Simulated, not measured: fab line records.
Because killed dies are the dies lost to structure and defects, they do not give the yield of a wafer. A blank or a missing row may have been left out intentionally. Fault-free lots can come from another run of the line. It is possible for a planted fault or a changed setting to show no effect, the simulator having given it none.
fab line records + flow sky130
record:
- lots: 12
- wafers: 36
- last_day: 50
route steps=708 shown FIELD_ISO@16 PWDE@52 VT_ADJUST_LVTN@116
lots untouched by any fault: they come from a run of this same line in which no faults occurred
start_h: hours from the record's first day to the start of the lot's first wafer shown + wait_h: how many hours have passed since the lot's step before this one + " the same as in the row above + L1.1+2: a row that stands for several wafers + - no value, or no start given + * or withheld: withheld + < > ~ a bound
route shown NAME@n: a module of which the file shows steps, and the number in the route of the first + usual: average and standard deviation across the fault-free wafers + same: alike in all rows + chamber/n: place in a boat + sites: the reading at each site + _std_site: standard deviation across them + _edge_site: the outer-site mean with the inner-site mean subtracted + radius_mm: how far each site lies from the wafer's centre + mask NAME#n: copy n + behind: the tool/chamber that last shaped the wafer + hold: why the lot was held/for how many hours/how that ended + device: the n, p or np transistor that did not switch + end of line: the same wafers' tests at the end of the route + a step without rows: its recipe alone + killed: not the wafer's yield, but the dies lost to structure and defects at the first sort + map: shows each die of a wafer: x if killed, . if not, _ if none is there
set.NAME: the setting that was run; set.NAME@STEP: the one run at that earlier step + model.NAME: the simulator's own value behind a step, which no gauge read
route steps across a sampled set of lots; one table per step, one row per wafer
services: when a tool's chamber went out of use (start_h, in hours from the record's first day, below 0 if earlier), for how many hours, and the reason
== steps ==
step: SKY_FIELD_ISO_ETCH_15
recipe:
- chemistry: CHF3/O2
- target_depth_nm: 180
- stop_on: Si
- source_w: 600
- bias_w: 200
- pressure_mtorr: 40
- chf3_flow_sccm: 50
- O2_flow_sccm: 5
- time_s: 72
usual:
- drypump_motor_current_A: 5.5/0.41
- oes_product_au: 0.944/0.007
- throttle_valve_pct: 8.845/0.0095
| lot.wafer | tool        | chamber | start_h | wait_h | drypump_motor_current_A | oes_product_au | rf_hours_counter_h | throttle_valve_pct |
|-----------|-------------|---------|---------|--------|-------------------------|----------------|--------------------|--------------------|
| L414.3    | rie_diel-01 | 2       | 29.04   | 0.0    | 5.8                     | 0.947          | 68                 | 8.856              |
| L414.5    | "           | 2       | "       | "      | 5.8                     | 0.950          | -                  | 8.850              |
| L414.6    | "           | 3       | "       | "      | 5.7                     | 0.960          | -                  | 8.844              |
| L415.1    | rie_diel-02 | 2       | 34.66   | 0.0    | 5.7                     | 0.943          | 1                  | 8.848              |
| L415.3    | "           | 3       | "       | "      | 5.4                     | 0.948          | 13                 | 8.837              |
| L415.5    | "           | 2       | "       | "      | 5.7                     | 0.939          | -                  | 8.842              |
| L416.1    | rie_diel-01 | 3       | 39.84   | 0.0    | 5.7                     | 0.940          | 128                | 8.830              |
| L416.4    | "           | 3       | "       | "      | 5.7                     | 0.948          | -                  | 8.838              |
| L416.5    | "           | 1       | "       | "      | 4.9                     | 0.957          | -                  | 8.871              |
| L417.2    | rie_diel-04 | 3       | 44.99   | 0.0    | 4.8                     | 0.930          | 89                 | 8.836              |
| L417.5    | "           | 2       | "       | "      | 5.7                     | 0.932          | -                  | 8.849              |
| L417.6    | "           | 3       | "       | "      | 4.8                     | 0.936          | -                  | 8.850              |
| L418.3    | rie_diel-04 | 1       | 52.49   | 0.0    | 4.9                     | 0.933          | 162                | 8.852              |
| L418.5    | "           | 1       | "       | "      | 4.9                     | 0.939          | -                  | 8.836              |
| L418.6    | "           | 2       | "       | "      | 5.7                     | 0.950          | -                  | 8.841              |
| L420.3    | rie_diel-02 | 2       | 59.74   | 0.0    | 5.7                     | 0.953          | 1                  | 8.835              |
| L420.4    | "           | 1       | "       | "      | 6.4                     | 0.940          | 36                 | 8.840              |
| L420.6    | "           | 0       | "       | "      | 5.7                     | 0.938          | -                  | 8.843              |
| L424.2    | rie_diel-04 | 2       | 81.26   | 0.0    | 5.7                     | 0.948          | 51                 | 8.846              |
| L424.4    | "           | 3       | "       | "      | 4.8                     | 0.943          | 90                 | 8.852              |
| L424.5    | "           | 0       | "       | "      | 5.4                     | 0.948          | -                  | 8.850              |
| L427.2    | rie_diel-01 | 2       | 98.16   | 0.0    | 5.8                     | 0.944          | 69                 | 8.841              |
| L427.4    | "           | 3       | "       | "      | 5.7                     | 0.940          | 129                | 8.824              |
| L427.6    | "           | 0       | "       | "      | 5.9                     | 0.942          | -                  | 8.833              |
| L429.1    | rie_diel-01 | 3       | 106.21  | 0.0    | 5.7                     | 0.948          | 129                | 8.854              |
| L429.4    | "           | 0       | "       | "      | 5.9                     | 0.943          | 1                  | 8.836              |
| L429.5    | "           | 3       | "       | "      | 5.7                     | 0.943          | -                  | 8.837              |
| L432.2    | rie_diel-04 | 0       | 126.44  | 0.0    | 5.4                     | 0.938          | 55                 | 8.854              |
| L432.4    | "           | 2       | "       | "      | 5.7                     | 0.946          | -                  | 8.848              |
| L432.5    | "           | 0       | "       | "      | 5.4                     | 0.932          | -                  | 8.851              |
| L436.1    | rie_diel-02 | 0       | 143.99  | 0.0    | 5.7                     | 0.942          | 7                  | 8.852              |
| L436.5    | "           | 3       | "       | "      | 5.4                     | 0.942          | -                  | 8.857              |
| L436.6    | "           | 0       | "       | "      | 5.7                     | 0.953          | -                  | 8.844              |
| L437.1    | rie_diel-01 | 0       | 147.81  | 0.0    | 5.9                     | 0.941          | 2                  | 8.868              |
| L437.4    | "           | 2       | "       | "      | 5.8                     | 0.939          | 70                 | 8.830              |
| L437.6    | "           | 3       | "       | "      | 5.7                     | 0.931          | -                  | 8.836              |
step: SKY_FIELD_ISO_THK_MEAS_23
recipe:
- reads: SiO2_of_FIELD_ISO_OXIDATION_22
usual:
- FIELD_ISO_OXIDATION_01_THK: 10.08/0.16
| lot.wafer | tool          | chamber | start_h | wait_h | FIELD_ISO_OXIDATION_01_THK[nm] |
|-----------|---------------|---------|---------|--------|--------------------------------|
| L414.3    | film_metro-01 | -       | 30.73   | 0.0    | 10.06                          |
| L414.5    | "             | -       | "       | "      | 10.08                          |
| L414.6    | "             | -       | "       | "      | 10.07                          |
| L415.1    | film_metro-02 | -       | 36.61   | 0.0    | 9.84                           |
| L415.3    | "             | -       | "       | "      | 10.01                          |
| L415.5    | "             | -       | "       | "      | 9.95                           |
| L416.1    | film_metro-02 | -       | 42.79   | 0.0    | 9.87                           |
| L416.4    | "             | -       | "       | "      | 9.94                           |
| L416.5    | "             | -       | "       | "      | 9.83                           |
| L417.2    | film_metro-04 | -       | 47.81   | 0.0    | 10.18                          |
| L417.5    | "             | -       | "       | "      | 10.19                          |
| L417.6    | "             | -       | "       | "      | 10.16                          |
| L418.3    | film_metro-02 | -       | 55.86   | 0.0    | 10.11                          |
| L418.5    | "             | -       | "       | "      | 10.11                          |
| L418.6    | "             | -       | "       | "      | 10.20                          |
| L420.3    | film_metro-04 | -       | 62.77   | 0.0    | 10.18                          |
| L420.4    | "             | -       | "       | "      | 10.09                          |
| L420.6    | "             | -       | "       | "      | 10.03                          |
| L424.2    | film_metro-04 | -       | 82.98   | 0.0    | 10.17                          |
| L424.4    | "             | -       | "       | "      | 10.02                          |
| L424.5    | "             | -       | "       | "      | 10.03                          |
| L427.2    | film_metro-04 | -       | 104.60  | 0.0    | 10.21                          |
| L427.4    | "             | -       | "       | "      | 10.12                          |
| L427.6    | "             | -       | "       | "      | 10.20                          |
| L429.1    | film_metro-02 | -       | 108.50  | 0.0    | 10.06                          |
| L429.4    | "             | -       | "       | "      | 10.21                          |
| L429.5    | "             | -       | "       | "      | 10.18                          |
| L432.2    | film_metro-02 | -       | 128.12  | 0.0    | 10.44                          |
| L432.4    | "             | -       | "       | "      | 10.38                          |
| L432.5    | "             | -       | "       | "      | 10.21                          |
| L436.1    | film_metro-04 | -       | 145.69  | 0.0    | 9.77                           |
| L436.5    | "             | -       | "       | "      | 9.82                           |
| L436.6    | "             | -       | "       | "      | 9.87                           |
| L437.1    | film_metro-04 | -       | 149.63  | 0.0    | 9.74                           |
| L437.4    | "             | -       | "       | "      | 9.84                           |
| L437.6    | "             | -       | "       | "      | 9.84                           |
step: SKY_PWDE_OVL_MEAS_07
usual:
- PWDE_OVL: -0.2/1.6
| lot.wafer | tool       | chamber | start_h | wait_h | PWDE_OVL[nm] |
|-----------|------------|---------|---------|--------|--------------|
| L414.3    | overlay-02 | -       | 66.73   | -      | 2.4          |
| L414.5    | "          | -       | "       | "      | 1.5          |
| L414.6    | "          | -       | "       | "      | 4.0          |
| L415.1    | overlay-01 | -       | 74.02   | -      | -2.2         |
| L415.3    | "          | -       | "       | "      | -1.1         |
| L415.5    | "          | -       | "       | "      | -1.8         |
| L416.1    | overlay-01 | -       | 79.83   | -      | -0.7         |
| L416.4    | "          | -       | "       | "      | -0.7         |
| L416.5    | "          | -       | "       | "      | 0.6          |
| L417.2    | overlay-02 | -       | 89.00   | -      | 0.7          |
| L417.5    | "          | -       | "       | "      | 2.2          |
| L417.6    | "          | -       | "       | "      | 1.5          |
| L418.3    | overlay-01 | -       | 95.33   | -      | 0.6          |
| L418.5    | "          | -       | "       | "      | -0.5         |
| L418.6    | "          | -       | "       | "      | 1.0          |
| L420.3    | overlay-01 | -       | 103.23  | -      | 0.3          |
| L420.4    | "          | -       | "       | "      | 1.4          |
| L420.6    | "          | -       | "       | "      | 2.0          |
| L424.2    | overlay-02 | -       | 122.50  | -      | 3.2          |
| L424.4    | "          | -       | "       | "      | 2.5          |
| L424.5    | "          | -       | "       | "      | 2.3          |
| L427.2    | overlay-01 | -       | 148.78  | -      | -0.1         |
| L427.4    | "          | -       | "       | "      | 0.5          |
| L427.6    | "          | -       | "       | "      | 0.6          |
| L429.1    | overlay-01 | -       | 153.03  | -      | -1.6         |
| L429.4    | "          | -       | "       | "      | -1.7         |
| L429.5    | "          | -       | "       | "      | -0.4         |
| L432.2    | overlay-02 | -       | 172.42  | -      | 0.1          |
| L432.4    | "          | -       | "       | "      | 1.2          |
| L432.5    | "          | -       | "       | "      | 1.5          |
| L436.1    | overlay-01 | -       | 191.13  | -      | -0.6         |
| L436.5    | "          | -       | "       | "      | -0.7         |
| L436.6    | "          | -       | "       | "      | -0.5         |
| L437.1    | overlay-02 | -       | 197.00  | -      | -0.8         |
| L437.4    | "          | -       | "       | "      | -1.9         |
| L437.6    | "          | -       | "       | "      | -1.8         |
step: SKY_VT_ADJUST_LVTN_IMPLANT_19
recipe:
- species: B
- energy_kev: 29.48
- dose_cm2: 6.5e+11
- tilt_deg: withheld
usual:
- dose_ions_cm2: 6.502e+11/7.2e+08
- faraday_current_uA: 3.67/0.077
| lot.wafer | tool         | chamber | start_h | wait_h | dose_ions_cm2 | faraday_current_uA |
|-----------|--------------|---------|---------|--------|---------------|--------------------|
| L414.3    | implanter-02 | 0       | 159.66  | 0.1    | 6.507e+11     | 3.67               |
| L414.5    | "            | 0       | "       | "      | 6.502e+11     | 3.74               |
| L414.6    | "            | 0       | "       | "      | 6.494e+11     | 3.67               |
| L415.1    | implanter-02 | 0       | 167.21  | 0.0    | 6.507e+11     | 3.79               |
| L415.3    | "            | 0       | "       | "      | 6.495e+11     | 3.58               |
| L415.5    | "            | 0       | "       | "      | 6.489e+11     | 3.66               |
| L416.1    | implanter-02 | 0       | 175.96  | 0.0    | 6.501e+11     | 3.61               |
| L416.4    | "            | 0       | "       | "      | 6.49e+11      | 3.73               |
| L416.5    | "            | 0       | "       | "      | 6.505e+11     | 3.63               |
| L417.2    | implanter-01 | 0       | 184.69  | 0.0    | 6.497e+11     | 3.66               |
| L417.5    | "            | 0       | "       | "      | 6.51e+11      | 3.68               |
| L417.6    | "            | 0       | "       | "      | 6.495e+11     | 3.94               |
| L418.3    | implanter-01 | 0       | 192.26  | 0.1    | 6.506e+11     | 3.62               |
| L418.5    | "            | 0       | "       | "      | 6.499e+11     | 3.67               |
| L418.6    | "            | 0       | "       | "      | 6.5e+11       | 3.62               |
| L420.3    | implanter-01 | 0       | 201.86  | 0.1    | 6.499e+11     | 3.60               |
| L420.4    | "            | 0       | "       | "      | 6.509e+11     | 3.72               |
| L420.6    | "            | 0       | "       | "      | 6.506e+11     | 3.60               |
| L424.2    | implanter-01 | 0       | 224.99  | 0.0    | 6.505e+11     | 3.71               |
| L424.4    | "            | 0       | "       | "      | 6.508e+11     | 3.73               |
| L424.5    | "            | 0       | "       | "      | 6.512e+11     | 3.66               |
| L427.2    | implanter-01 | 0       | 255.58  | 0.0    | 4.776e+11     | 2.69               |
| L427.4    | "            | 0       | "       | "      | 4.775e+11     | 2.75               |
| L427.6    | "            | 0       | "       | "      | 4.78e+11      | 2.68               |
| L429.1    | implanter-01 | 0       | 261.85  | 0.0    | 4.786e+11     | 2.73               |
| L429.4    | "            | 0       | "       | "      | 4.774e+11     | 2.71               |
| L429.5    | "            | 0       | "       | "      | 4.784e+11     | 2.73               |
| L432.2    | implanter-02 | 0       | 285.73  | 0.0    | 6.497e+11     | 3.65               |
| L432.4    | "            | 0       | "       | "      | 6.506e+11     | 3.57               |
| L432.5    | "            | 0       | "       | "      | 6.502e+11     | 3.72               |
| L436.1    | implanter-04 | 0       | 310.80  | 0.0    | 6.502e+11     | 3.63               |
| L436.5    | "            | 0       | "       | "      | 6.498e+11     | 3.77               |
| L436.6    | "            | 0       | "       | "      | 6.491e+11     | 3.80               |
| L437.1    | implanter-02 | 0       | 316.00  | 0.0    | 6.5e+11       | 3.59               |
| L437.4    | "            | 0       | "       | "      | 6.504e+11     | 3.60               |
| L437.6    | "            | 0       | "       | "      | 6.501e+11     | 3.68               |
step: SKY_VT_ADJUST_LVTN_TW_MEAS_21
usual:
- VT_ADJUST_LVTN_2_TW: 188.3/1.2
| lot.wafer | tool          | chamber | start_h | wait_h | hold                     | VT_ADJUST_LVTN_2_TW |
|-----------|---------------|---------|---------|--------|--------------------------|---------------------|
| L414.3    | film_metro-01 | -       | 159.88  | 0.1    | -                        | 190.1               |
| L414.5    | "             | -       | "       | "      | -                        | 191.2               |
| L414.6    | "             | -       | "       | "      | -                        | 190.9               |
| L415.1    | film_metro-03 | -       | 167.46  | 0.1    | -                        | 188.4               |
| L415.3    | "             | -       | "       | "      | -                        | 188.6               |
| L415.5    | "             | -       | "       | "      | -                        | 188.5               |
| L416.1    | film_metro-01 | -       | 176.21  | 0.1    | -                        | 190.0               |
| L416.4    | "             | -       | "       | "      | -                        | 189.6               |
| L416.5    | "             | -       | "       | "      | -                        | 190.8               |
| L417.2    | film_metro-02 | -       | 184.92  | 0.1    | -                        | 186.4               |
| L417.5    | "             | -       | "       | "      | -                        | 185.9               |
| L417.6    | "             | -       | "       | "      | -                        | 186.2               |
| L418.3    | film_metro-02 | -       | 192.48  | 0.1    | -                        | 188.7               |
| L418.5    | "             | -       | "       | "      | -                        | 188.0               |
| L418.6    | "             | -       | "       | "      | -                        | 188.5               |
| L420.3    | film_metro-01 | -       | 202.08  | 0.1    | -                        | 189.6               |
| L420.4    | "             | -       | "       | "      | -                        | 188.8               |
| L420.6    | "             | -       | "       | "      | -                        | 188.6               |
| L424.2    | film_metro-01 | -       | 225.22  | 0.1    | -                        | 188.6               |
| L424.4    | "             | -       | "       | "      | -                        | 189.2               |
| L424.5    | "             | -       | "       | "      | -                        | 188.6               |
| L427.2    | film_metro-01 | -       | 255.82  | 0.1    | await_dispo/0.2h/release | 173.8               |
| L427.4    | "             | -       | "       | "      | await_dispo/0.2h/release | 172.8               |
| L427.6    | "             | -       | "       | "      | await_dispo/0.2h/release | 173.5               |
| L427.2    | film_metro-01 | -       | 256.05  | 0.2    | -                        | 173.1               |
| L427.4    | "             | -       | "       | "      | -                        | 173.2               |
| L427.6    | "             | -       | "       | "      | -                        | 172.4               |
| L429.1    | film_metro-01 | -       | 262.10  | 0.1    | await_dispo/0.2h/release | 172.6               |
| L429.4    | "             | -       | "       | "      | await_dispo/0.2h/release | 172.6               |
| L429.5    | "             | -       | "       | "      | await_dispo/0.2h/release | 173.4               |
| L429.1    | film_metro-01 | -       | 262.33  | 0.2    | -                        | 173.0               |
| L429.4    | "             | -       | "       | "      | -                        | 173.2               |
| L429.5    | "             | -       | "       | "      | -                        | 173.3               |
| L432.2    | film_metro-02 | -       | 285.96  | 0.1    | -                        | 187.1               |
| L432.4    | "             | -       | "       | "      | -                        | 188.2               |
| L432.5    | "             | -       | "       | "      | -                        | 187.7               |
| L436.1    | film_metro-02 | -       | 311.05  | 0.1    | -                        | 187.7               |
| L436.5    | "             | -       | "       | "      | -                        | 188.6               |
| L436.6    | "             | -       | "       | "      | -                        | 188.8               |
| L437.1    | film_metro-02 | -       | 316.25  | 0.1    | -                        | 187.9               |
| L437.4    | "             | -       | "       | "      | -                        | 187.5               |
| L437.6    | "             | -       | "       | "      | -                        | 188.2               |
== services ==
| tool         | chamber | start_h | hours | kind   |
|--------------|---------|---------|-------|--------|
| rie_diel-01  | 0       | 5.83    | 9.4   | repair |
| rie_diel-04  | 1       | 12.35   | 17.2  | repair |
| implanter-02 | -       | 14.30   | 6.0   | repair |
| implanter-02 | -       | 21.92   | 19.1  | repair |
| implanter-01 | -       | 22.12   | 2.1   | repair |
| rie_diel-04  | -       | 28.80   | 2.6   | repair |
| implanter-01 | -       | 35.95   | 3.2   | repair |
| implanter-01 | -       | 36.06   | 2.0   | repair |
| implanter-02 | -       | 40.99   | 4.7   | pm     |
| rie_diel-01  | -       | 59.71   | 14.6  | pm     |
| implanter-02 | -       | 68.17   | 2.4   | repair |
| rie_diel-01  | 2       | 75.54   | 3.0   | repair |
| implanter-01 | -       | 76.17   | 2.6   | repair |
| rie_diel-01  | -       | 131.82  | 0.2   | repair |
| implanter-01 | -       | 135.94  | 11.4  | pm     |
| rie_diel-04  | 0       | 135.98  | 2.5   | repair |
| rie_diel-01  | 3       | 149.60  | 5.4   | repair |
| rie_diel-01  | 3       | 173.47  | 8.2   | repair |
| implanter-02 | -       | 183.23  | 4.3   | repair |
| implanter-01 | -       | 193.19  | 1.1   | repair |
| implanter-01 | -       | 206.83  | 2.6   | repair |
| implanter-01 | -       | 217.47  | 1.9   | pm     |
| implanter-01 | -       | 220.55  | 0.7   | repair |
| implanter-02 | -       | 237.84  | 0.8   | repair |
== key ==
first_sign:
- step: SKY_VT_ADJUST_LVTN_IMPLANT_19
- reading: dose_ions_cm2
- direction: down
- sigmas: 99+
- usual: *
- struck: *
effect:
- step: SKY_VT_ADJUST_LVTN_IMPLANT_19
- reading: faraday_current_uA
- direction: down
- sigmas: 12
- usual: 3.67
- struck: 2.71
effect:
- step: SKY_VT_ADJUST_LVTN_TW_MEAS_21
- reading: visit
- direction: added
effect:
- step: SKY_VT_ADJUST_LVTN_TW_MEAS_21
- reading: VT_ADJUST_LVTN_2_TW
- direction: down
- sigmas: 13
- usual: 188.3
- struck: 173.1
met_at SKY_VT_ADJUST_LVTN_IMPLANT_19
struck_lots L427,L429
tester_left_out L427,L429
not_acting_at SKY_FIELD_ISO_ETCH_15,SKY_FIELD_ISO_THK_MEAS_23,SKY_PWDE_OVL_MEAS_07
onset_between 224.99 255.58
fault:
- kind: process_parameter_drift
- tool: implanter-01
- chamber: -
- onset_h: 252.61
- steps: SKY_VT_ADJUST_LVTN_IMPLANT_19
- channel: dose_cm2
- offset: *
- shape: step
- end_h: 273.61
- acts_in: *
- stated: *
tester_left_out: of these lots the tester's yield and bins aren't shown, on N5 and GAA mostly nor the transistor test; their killed dies are dies lost to structure and defects alone, not to doping, threshold or leakage, so they don't give the yield
